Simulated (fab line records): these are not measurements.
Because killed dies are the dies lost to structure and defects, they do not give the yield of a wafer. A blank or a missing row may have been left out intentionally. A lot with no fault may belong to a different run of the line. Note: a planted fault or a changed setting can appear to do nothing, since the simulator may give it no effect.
Split-lot experiment || flow sfq line || route with 325 steps; 5 lots, 24 wafers read

THE SPLIT
At SFQ_TRILAYER_M0_BARC_OPEN_METAL_ETCH_031 (etches BARC in O2, target depth 125 nm, time 41.7 s), the setting time s was moved away from the recipe's 41.7 s on 11 of the 24 wafers read, by -55.5% to +54.6%. For the rest of the wafers, this setting stayed at what the recipe calls for.

There is no step in the file separating the split from the reading.

THE READING
KrF_of_TRILAYER_M0_LITHO_COAT_021.thk nm (the simulator's own value, which no gauge read), in nm, at SFQ_TRILAYER_M0_ETCH_METAL_ETCH_024 (etches Nb in Cl2/Ar, stops on SiO2, target depth 240 nm, time 120 s). No usual value for it is given in the file. Average 384.0 nm, standard deviation 2.9 nm, over the 13 wafers here run with the recipe.

{"wafer": "L076.1", "tool, chamber at the split": "rie metal-04, 0", "time s as run, s": 41.7, "against the recipe": "recipe", "KrF_of_TRILAYER_M0_LITHO_COAT_021.thk nm, nm": 381.4, "against lot-mates on the recipe": "-"}
{"wafer": "L076.2", "tool, chamber at the split": "rie metal-04, 1", "time s as run, s": 19.87, "against the recipe": "-52.4%", "KrF_of_TRILAYER_M0_LITHO_COAT_021.thk nm, nm": 406.6, "against lot-mates on the recipe": "+25.8"}
{"wafer": "L076.5", "tool, chamber at the split": "rie metal-04, 0", "time s as run, s": 19.87, "against the recipe": "-52.4%", "KrF_of_TRILAYER_M0_LITHO_COAT_021.thk nm, nm": 406.6, "against lot-mates on the recipe": "+25.8"}
{"wafer": "L076.3", "tool, chamber at the split": "rie metal-04, 0", "time s as run, s": 41.7, "against the recipe": "recipe", "KrF_of_TRILAYER_M0_LITHO_COAT_021.thk nm, nm": 380.5, "against lot-mates on the recipe": "-"}
{"wafer": "L076.4", "tool, chamber at the split": "rie metal-04, 1", "time s as run, s": 41.7, "against the recipe": "recipe", "KrF_of_TRILAYER_M0_LITHO_COAT_021.thk nm, nm": 380.4, "against lot-mates on the recipe": "-"}
{"wafer": "L076.6", "tool, chamber at the split": "rie metal-04, 1", "time s as run, s": 19.87, "against the recipe": "-52.4%", "KrF_of_TRILAYER_M0_LITHO_COAT_021.thk nm, nm": 407.9, "against lot-mates on the recipe": "+27.1"}
{"wafer": "L077.1", "tool, chamber at the split": "rie metal-03, 0", "time s as run, s": 18.54, "against the recipe": "-55.5%", "KrF_of_TRILAYER_M0_LITHO_COAT_021.thk nm, nm": 410.4, "against lot-mates on the recipe": "+27.8"}
{"wafer": "L077.2", "tool, chamber at the split": "rie metal-03, 1", "time s as run, s": 18.54, "against the recipe": "-55.5%", "KrF_of_TRILAYER_M0_LITHO_COAT_021.thk nm, nm": 409.2, "against lot-mates on the recipe": "+26.6"}
{"wafer": "L077.3", "tool, chamber at the split": "rie metal-03, 1", "time s as run, s": 41.7, "against the recipe": "recipe", "KrF_of_TRILAYER_M0_LITHO_COAT_021.thk nm, nm": 384.6, "against lot-mates on the recipe": "-"}
{"wafer": "L077.4", "tool, chamber at the split": "rie metal-03, 0", "time s as run, s": 41.7, "against the recipe": "recipe", "KrF_of_TRILAYER_M0_LITHO_COAT_021.thk nm, nm": 381.8, "against lot-mates on the recipe": "-"}
{"wafer": "L077.5", "tool, chamber at the split": "rie metal-03, 1", "time s as run, s": 18.54, "against the recipe": "-55.5%", "KrF_of_TRILAYER_M0_LITHO_COAT_021.thk nm, nm": 413, "against lot-mates on the recipe": "+30.4"}
{"wafer": "L077.6", "tool, chamber at the split": "rie metal-03, 0", "time s as run, s": 41.7, "against the recipe": "recipe", "KrF_of_TRILAYER_M0_LITHO_COAT_021.thk nm, nm": 381.5, "against lot-mates on the recipe": "-"}
{"wafer": "L079.1", "tool, chamber at the split": "rie metal-02, 1", "time s as run, s": 28.53, "against the recipe": "-31.6%", "KrF_of_TRILAYER_M0_LITHO_COAT_021.thk nm, nm": 403.3, "against lot-mates on the recipe": "+13.1"}
{"wafer": "L079.4", "tool, chamber at the split": "rie metal-02, 0", "time s as run, s": 41.7, "against the recipe": "recipe", "KrF_of_TRILAYER_M0_LITHO_COAT_021.thk nm, nm": 390.2, "against lot-mates on the recipe": "-"}
{"wafer": "L079.5", "tool, chamber at the split": "rie metal-02, 1", "time s as run, s": 28.53, "against the recipe": "-31.6%", "KrF_of_TRILAYER_M0_LITHO_COAT_021.thk nm, nm": 400.5, "against lot-mates on the recipe": "+10.3"}
{"wafer": "L081.1", "tool, chamber at the split": "rie metal-02, 0", "time s as run, s": 64.46, "against the recipe": "+54.6%", "KrF_of_TRILAYER_M0_LITHO_COAT_021.thk nm, nm": 357.7, "against lot-mates on the recipe": -28.0}
{"wafer": "L081.2", "tool, chamber at the split": "rie metal-02, 1", "time s as run, s": 41.7, "against the recipe": "recipe", "KrF_of_TRILAYER_M0_LITHO_COAT_021.thk nm, nm": 382.9, "against lot-mates on the recipe": "-"}
{"wafer": "L081.3", "tool, chamber at the split": "rie metal-02, 0", "time s as run, s": 41.7, "against the recipe": "recipe", "KrF_of_TRILAYER_M0_LITHO_COAT_021.thk nm, nm": 387.1, "against lot-mates on the recipe": "-"}
{"wafer": "L081.4", "tool, chamber at the split": "rie metal-02, 1", "time s as run, s": 64.46, "against the recipe": "+54.6%", "KrF_of_TRILAYER_M0_LITHO_COAT_021.thk nm, nm": 356, "against lot-mates on the recipe": -29.7}
{"wafer": "L081.5", "tool, chamber at the split": "rie metal-02, 1", "time s as run, s": 64.46, "against the recipe": "+54.6%", "KrF_of_TRILAYER_M0_LITHO_COAT_021.thk nm, nm": 355.3, "against lot-mates on the recipe": -30.4}
{"wafer": "L081.6", "tool, chamber at the split": "rie metal-02, 0", "time s as run, s": 41.7, "against the recipe": "recipe", "KrF_of_TRILAYER_M0_LITHO_COAT_021.thk nm, nm": 387.2, "against lot-mates on the recipe": "-"}
{"wafer": "L084.1", "tool, chamber at the split": "rie metal-02, 0", "time s as run, s": 41.7, "against the recipe": "recipe", "KrF_of_TRILAYER_M0_LITHO_COAT_021.thk nm, nm": 386.9, "against lot-mates on the recipe": "-"}
{"wafer": "L084.4", "tool, chamber at the split": "rie metal-02, 1", "time s as run, s": 41.7, "against the recipe": "recipe", "KrF_of_TRILAYER_M0_LITHO_COAT_021.thk nm, nm": 383.7, "against lot-mates on the recipe": "-"}
{"wafer": "L084.5", "tool, chamber at the split": "rie metal-02, 1", "time s as run, s": 41.7, "against the recipe": "recipe", "KrF_of_TRILAYER_M0_LITHO_COAT_021.thk nm, nm": 384.2, "against lot-mates on the recipe": "-"}

THE FIT
A straight line over all 24 wafers: KrF_of_TRILAYER_M0_LITHO_COAT_021.thk nm changes by -0.486 nm for each +1% of time s; r = -0.99; the points scatter about the line by 2.7 nm.
The same after taking each lot's own level away (the mean of its wafers on the recipe; 24 wafers): -0.511 nm for each +1%; r = -0.99; scatter 1.9 nm.
According to that fit, moving time s by its largest amount changes the reading by 28 nm.
The lots' own levels span 380.77 to 390.20 nm, that is 3.2 times the standard deviation above.
The two slopes are in agreement: the lot-to-lot level therefore moves the slope only a little.
Check: +27.8 nm against its lot-mates is what the line predicts for one of the wafers moved furthest among these (-55.5%) when that wafer is left out of the fit. Against them it came out at +27.8 nm.
Tool readings at the split's step, against how far the setting was moved: oes product au r = -0.89.

THE OTHER SPLITS THESE WAFERS WENT THROUGH
Other splits were also applied to these wafers ahead of the reading. Each is held against what the fit with the lots' levels taken away leaves over:
{"other split on the same wafers": "SFQ_TRILAYER_INCOMING_OXIDATION_002 ox time s", "wafers away from the commonest value": 9, "r with KrF_of_TRILAYER_M0_LITHO_COAT_021.thk nm (lot level and that fit taken away)": "+0.21"}

THE WHOLE CHAIN: every reading that the file lists as answering this split, in the file's order
{"step": "SFQ_TRILAYER_M0_BARC_OPEN_METAL_ETCH_031", "what it does": "etches BARC in O2, target depth 125 nm, time 41.7 s", "reading": "oes product au", "change (the file's fit)": "not straight: 0.995 at the lowest setting, 0.685 at the recipe, 0.641 at the highest", "r (the file's)": "not given"}
{"step": "SFQ_TRILAYER_M0_BARC_OPEN_METAL_ETCH_031", "what it does": "etches BARC in O2, target depth 125 nm, time 41.7 s", "reading": "KrF_of_TRILAYER_M0_LITHO_COAT_021.thk nm (the simulator's own value, which no gauge read)", "change (the file's fit)": "-0.504 nm for each +1% of the setting", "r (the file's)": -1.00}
{"step": "SFQ_TRILAYER_M0_ETCH_METAL_ETCH_024", "what it does": "etches Nb in Cl2/Ar, stops on SiO2, target depth 240 nm, time 120 s", "reading": "KrF_of_TRILAYER_M0_LITHO_COAT_021.thk nm (the simulator's own value, which no gauge read)", "change (the file's fit)": "-0.509 nm for each +1% of the setting", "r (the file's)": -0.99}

FILE'S OWN FIT
KrF_of_TRILAYER_M0_LITHO_COAT_021.thk nm changes by -0.509 nm for each +1% of time s, r = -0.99.
